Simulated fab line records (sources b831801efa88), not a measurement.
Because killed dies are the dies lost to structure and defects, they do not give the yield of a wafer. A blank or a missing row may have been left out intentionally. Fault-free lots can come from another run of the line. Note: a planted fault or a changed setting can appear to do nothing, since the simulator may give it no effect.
Matching of chambers / flow sky130 / SKY_CONTACT_CMP_04 on cmp-02: 4 sister chambers
The step polishes SiO2. 8 wafers are shown with their chamber, then 7 later ones without.

WAFERS WITH THEIR CHAMBER
wafer=L343.4; chamber=3; motor_current_A (A)=13.5; head_pressure_psi (psi)=4.103
wafer=L345.2; chamber=3; motor_current_A (A)=14.6; head_pressure_psi (psi)=4.127
wafer=L345.3; chamber=1; motor_current_A (A)=12.5; head_pressure_psi (psi)=4.120
wafer=L348.1; chamber=0; motor_current_A (A)=12.4; head_pressure_psi (psi)=4.119
wafer=L348.3; chamber=1; motor_current_A (A)=12.2; head_pressure_psi (psi)=4.110
wafer=L348.4; chamber=2; motor_current_A (A)=12.9; head_pressure_psi (psi)=4.128
wafer=L349.4; chamber=0; motor_current_A (A)=12.3; head_pressure_psi (psi)=4.123
wafer=L349.5; chamber=2; motor_current_A (A)=13.1; head_pressure_psi (psi)=4.133

WAFERS MISSING THEIR CHAMBER
wafer=L349.6; motor_current_A (A)=12.4; head_pressure_psi (psi)=4.129
wafer=L360.1; motor_current_A (A)=13.8; head_pressure_psi (psi)=4.140
wafer=L360.4; motor_current_A (A)=11.7; head_pressure_psi (psi)=4.122
wafer=L360.5; motor_current_A (A)=11.9; head_pressure_psi (psi)=4.119
wafer=L361.1; motor_current_A (A)=11.8; head_pressure_psi (psi)=4.115
wafer=L361.4; motor_current_A (A)=12.3; head_pressure_psi (psi)=4.126
wafer=L361.6; motor_current_A (A)=12.7; head_pressure_psi (psi)=4.122

WHICH CHAMBER EACH WENT THROUGH
wafer=L349.6; from the rows above=can't be placed: 0 or 2 or 1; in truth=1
wafer=L360.1; from the rows above=can't be placed: 2 or 3 or 0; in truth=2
wafer=L360.4; from the rows above=can't be placed: 0 or 1 or 2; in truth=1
wafer=L360.5; from the rows above=can't be placed: 0 or 1 or 2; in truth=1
wafer=L361.1; from the rows above=can't be placed: 1 or 0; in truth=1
wafer=L361.4; from the rows above=can't be placed: 0 or 1 or 2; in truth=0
wafer=L361.6; from the rows above=can't be placed: 0 or 1 or 2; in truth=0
Placed correctly: 0 of 7. Unplaceable from these rows: 7, with the true chamber sitting among the candidates in 7. Placed wrongly: 0.
How it was worked out, from the rows above alone: a wafer's distance from a chamber is the root of the sum, over the readings, of the square of ((its reading less the chamber's mean) divided by the reading's scatter). The wafer belongs to the nearest chamber; if the next one is less than 2 further off, it can't be placed. For every chamber, the mean is computed from those of its wafers that are shown. The scatter is the square root of a quotient: the sum, over the shown wafers, of each reading's squared deviation from its chamber's mean, divided by wafers minus chambers.
